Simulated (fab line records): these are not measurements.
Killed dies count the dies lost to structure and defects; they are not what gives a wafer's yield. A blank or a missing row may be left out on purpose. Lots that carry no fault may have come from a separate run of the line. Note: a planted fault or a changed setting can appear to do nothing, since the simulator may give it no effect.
Which of the tools did it?	flow gf180mcu	12 lots, 36 wafers sampled, at 4 steps of a route of 602

== WHAT THE GAUGES SHOWED, per wafer ==
GF_LVPWELL_TW_MEAS_11.
lot	measured	on	LVPWELL_TW
L915	day 3 22:41	film-metro-03	563 562 567
L916	day 4 00:52	film-metro-01	554 555 557
L917	day 4 08:22	film-metro-03	560 558 558
L918	day 4 13:58	film-metro-03	562 562 559
L919	day 4 18:16	film-metro-03	564 563 564
L921	day 5 09:58	film-metro-03	569 564 565
L922	day 5 20:13	film-metro-01	551 552 552
L924	day 6 00:39	film-metro-01	553 554 556
L927	day 6 17:28	film-metro-03	566 566 564
L929	day 7 05:01	film-metro-01	556 554 555
L935	day 8 18:58	film-metro-01	540 544 540
L937	day 9 00:49	film-metro-01	545 542 542

GF_VT_IMPLANT_RS_MEAS_48: measures by four-point-probe.
lot	measured	on	LVPWELL_RS (ohm/sq)
L915	day 7 14:26	film-metro-03	1198 1194 1195
L916	day 7 19:01	film-metro-03	1196 1195 1197
L917	day 8 04:11	film-metro-03	1198 1199 1196
L918	day 8 11:13	film-metro-03	1191 1193 1189
L919	day 8 15:26	film-metro-01	1200 1198 1196
L921	day 9 10:19	film-metro-03	1193 1198 1198
L922	day 9 22:41	film-metro-03	1194 1195 1194
L924	day 10 04:44	film-metro-03	1192 1198 1200
L927	day 10 23:08	film-metro-03	1194 1200 1196
L929	day 11 13:55	film-metro-01	1204 1204 1204
L935	day 13 10:20	film-metro-03	1258 1257 1263
L937	day 13 18:22	film-metro-01	1257 1253 1257

GF_SAB_THK_MEAS_01.
lot	measured	on	SAB_CVD_00_THK (nm)
L915	day 14 10:32	film-metro-02	50.0 50.3 50.8
L916	day 14 16:59	film-metro-02	49.3 49.9 49.2
L917	day 15 01:48	film-metro-01	49.4 50.5 51.1
L918	day 15 09:23	film-metro-02	49.6 49.9 50.3
L919	day 15 16:29	film-metro-02	48.9 49.9 50.5
L921	day 16 14:57	film-metro-01	50.5 48.2 50.4
L922	day 17 04:53	film-metro-02	48.9 49.8 49.4
L924	day 17 15:37	film-metro-01	49.4 50.2 50.9
L927	day 18 11:46	film-metro-02	48.9 49.8 50.4
L929	day 19 12:29	film-metro-04	49.3 50.8 50.0
L935	day 21 16:25	film-metro-01	50.0 49.5 49.7
L937	day 22 03:52	film-metro-01	48.9 49.9 50.1

== EACH LOT AND THE TOOL THAT RAN IT (in order: tool; ch and the chambers of the sampled wafers; start) ==
lot	GF_LVPWELL_IMPLANT_08
L915	implanter-04 ch 0, day 3 22:17
L916	implanter-04 ch 0, day 4 00:28
L917	implanter-01 ch 0, day 4 07:58
L918	implanter-04 ch 0, day 4 13:34
L919	implanter-04 ch 0, day 4 17:53
L921	implanter-04 ch 0, day 5 09:34
L922	implanter-03 ch 0, day 5 19:50
L924	implanter-01 ch 0, day 6 00:15
L927	implanter-03 ch 0, day 6 17:05
L929	implanter-04 ch 0, day 7 04:37
L935	implanter-04 ch 0, day 8 18:35
L937	implanter-04 ch 0, day 9 00:27
- GF_LVPWELL_IMPLANT_08

== AS READ BY THE TOOLS THEMSELVES (means over the sampled wafers that have a number; for cases with no such wafer, the mark the record gives instead) ==
GF_LVPWELL_IMPLANT_08.
lot	tool	dose-ions-cm2	faraday-current-uA
L915	implanter-04	1.5002e+13	84.1
L916	implanter-04	1.4977e+13	83.9
L917	implanter-01	1.5022e+13	83.6
L918	implanter-04	1.4970e+13	85.9
L919	implanter-04	1.5002e+13	84.2
L921	implanter-04	1.4996e+13	85.4
L922	implanter-03	1.4998e+13	84.1
L924	implanter-01	1.4997e+13	85.0
L927	implanter-03	1.4993e+13	85.8
L929	implanter-04	1.4968e+13	83.6
L935	implanter-04	1.3612e+13	76.8
L937	implanter-04	1.3596e+13	77.8

== THE ANSWER, worked out from the rows above alone ==
Rule: what is usual is taken from the lots themselves. The widest of any qualifying gaps counts: lots, ordered by their means at a reading, are off when they make up no more than a third of the lots, leave a main group of 4 or more, and stand apart from it by 3 or more times the standard deviation of that group's means. Not used: any main group whose means are identical at the precision the tables above print for the reading. A lot without any number at a reading at which 4 lots or more have one is off too. The other lots that the step has rows for count as sound. Order of review: gauges by route order, followed by the tools' own readings, for which a lot's mean as printed above is used. At the first step where some lot is off, the reading lying furthest off is the one used; lots without a number count as furthest.
Off: at GF_VT_IMPLANT_RS_MEAS_48 (LVPWELL_RS), L935, L937. For the main group the mean is 1197 ohm/sq and the standard deviation 3.1.
If a tool, at a process step before that reading, ran all the lots that are off and no sound lot after the first of them, it fits. Not tried: the gauges at GF_VT_IMPLANT_RS_MEAS_48; whatever is off there is also off at GF_LVPWELL_IMPLANT_08, on other tools, and gauge error can't account for it. One fits: implanter-04 at GF_LVPWELL_IMPLANT_08. A fault onset in the window from L929 (day 7 04:37, its last sound lot) to L935 (day 8 18:35, its first lot off) fits.
The tool's own readings at GF_LVPWELL_IMPLANT_08 bear it out: on the lots that are off they differ by more than 5 times the standard deviation of the sound lots' means. dose-ions-cm2 reads 1.3604e+13 there against 1.4992e+13 on the sound lots; faraday-current-uA reads 77.3 there against 84.6 on the sound lots.

== WHAT WAS PUT IN BY THE SIMULATOR ==
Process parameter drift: implanter-04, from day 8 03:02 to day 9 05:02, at GF_LVPWELL_IMPLANT_08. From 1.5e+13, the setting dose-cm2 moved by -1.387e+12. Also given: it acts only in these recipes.
Struck lots among those shown: L935, L937. The same result came from the rule above.
